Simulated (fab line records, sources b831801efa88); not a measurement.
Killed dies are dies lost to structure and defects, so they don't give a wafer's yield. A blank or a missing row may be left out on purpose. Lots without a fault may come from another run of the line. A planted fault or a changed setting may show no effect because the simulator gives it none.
Which tool did it? | flow gf180mcu | 14 lots, 41 wafers sampled, at 2 steps of a route of 602

WHAT THE GAUGES READ, wafer by wafer
GF_HV_LDD_RS_MEAS_53: measures by four-point-probe.
lot  | measured     | on            | HV_LDD_RS (ohm/sq)
L457 | day 12 11:26 | film_metro-01 | 418.3 418.2 418.6
L460 | day 13 07:54 | film_metro-03 | 418.8 419.1 418.9
L461 | day 13 12:38 | film_metro-01 | 418.3 418.8 418.6
L462 | day 14 00:20 | film_metro-04 | 417.2 417.3 418.0
L463 | day 14 09:36 | film_metro-01 | 417.2 416.8 416.4
L465 | day 15 06:17 | film_metro-03 | 417.9 417.2 419.1
L467 | day 15 17:59 | film_metro-03 | 416.8 418.0 418.7
L468 | day 15 23:51 | film_metro-04 | 417.3 417.4
L469 | day 16 14:10 | film_metro-03 | 417.0 417.7 416.5
L472 | day 17 13:21 | film_metro-04 | 418.0 418.0 418.0
L474 | day 18 01:32 | film_metro-01 | 419.1 418.5 417.9
L476 | day 18 21:02 | film_metro-03 | - - -
L477 | day 19 02:30 | film_metro-01 | - - -
L480 | day 20 08:41 | film_metro-04 | 417.8 416.3 416.1

WHICH TOOL RAN EACH LOT (tool, then ch and the chambers of the sampled wafers, then the start)
lot  | GF_HV_LDD_IMPLANT_34
L457 | implanter-02 ch 0, day 11 15:22
L460 | implanter-04 ch 0, day 12 11:49
L461 | implanter-03 ch 0, day 12 15:58
L462 | implanter-02 ch 0, day 13 03:49
L463 | implanter-04 ch 0, day 13 12:01
L465 | implanter-03 ch 0, day 14 07:52
L467 | implanter-02 ch 0, day 14 20:01
L468 | implanter-04 ch 0, day 15 00:58
L469 | implanter-02 ch 0, day 15 14:32
L472 | implanter-04 ch 0, day 16 14:04
L474 | implanter-02 ch 0, day 17 01:48
L476 | implanter-03 ch 0, day 17 20:28
L477 | implanter-03 ch 0, day 18 02:13
L480 | implanter-02 ch 0, day 19 08:46
- GF_HV_LDD_IMPLANT_34

WHAT THE TOOLS THEMSELVES READ (means of the sampled wafers that have a number; where no wafer has one, the mark that the record gives instead)
The record holds no such reading with a usual standard deviation.

THE ANSWER, worked out from the rows above alone
Rule: what is usual is taken from the lots themselves. Put in order of their means at a reading, lots are off if they are a third of the lots or fewer, leave a main group of 4 or more, and stand apart from it by a gap of 3 or more times the standard deviation of the main group's means; of several such gaps the widest counts. A main group whose means are all the same, to the digits that the tables above print for the reading, isn't used. A lot without any number at a reading at which 4 lots or more have one is off too. The other lots that the step has rows for count as sound. The gauges are gone through in route order, then the tools' own readings, and for those a lot's mean is taken as printed above. The first step at which some lot is off is used, and at that step the reading that is off furthest; a lot without a number counts as furthest.
Off: L476, L477, at GF_HV_LDD_RS_MEAS_53 (HV_LDD_RS). Without a number there: L476, L477. The main group: mean 417.8 ohm/sq, standard deviation 0.69.
A tool fits if, at a process step before that reading, it ran every lot that is off, and no sound lot after the first of them. The gauges at GF_HV_LDD_RS_MEAS_53 are tried like those tools. One fits: implanter-03 at GF_HV_LDD_IMPLANT_34. Its last sound lot is L465 (day 14 07:52), its first lot that is off L476 (day 17 20:28): a fault that began between those two fits.

WHAT THE SIMULATOR HAD PUT IN
Process parameter drift: implanter-03, from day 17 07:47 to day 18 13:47, at GF_HV_LDD_IMPLANT_34. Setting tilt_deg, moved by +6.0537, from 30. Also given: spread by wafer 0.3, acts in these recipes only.
Lots struck among those shown: L476, L477. The rule above found the same.
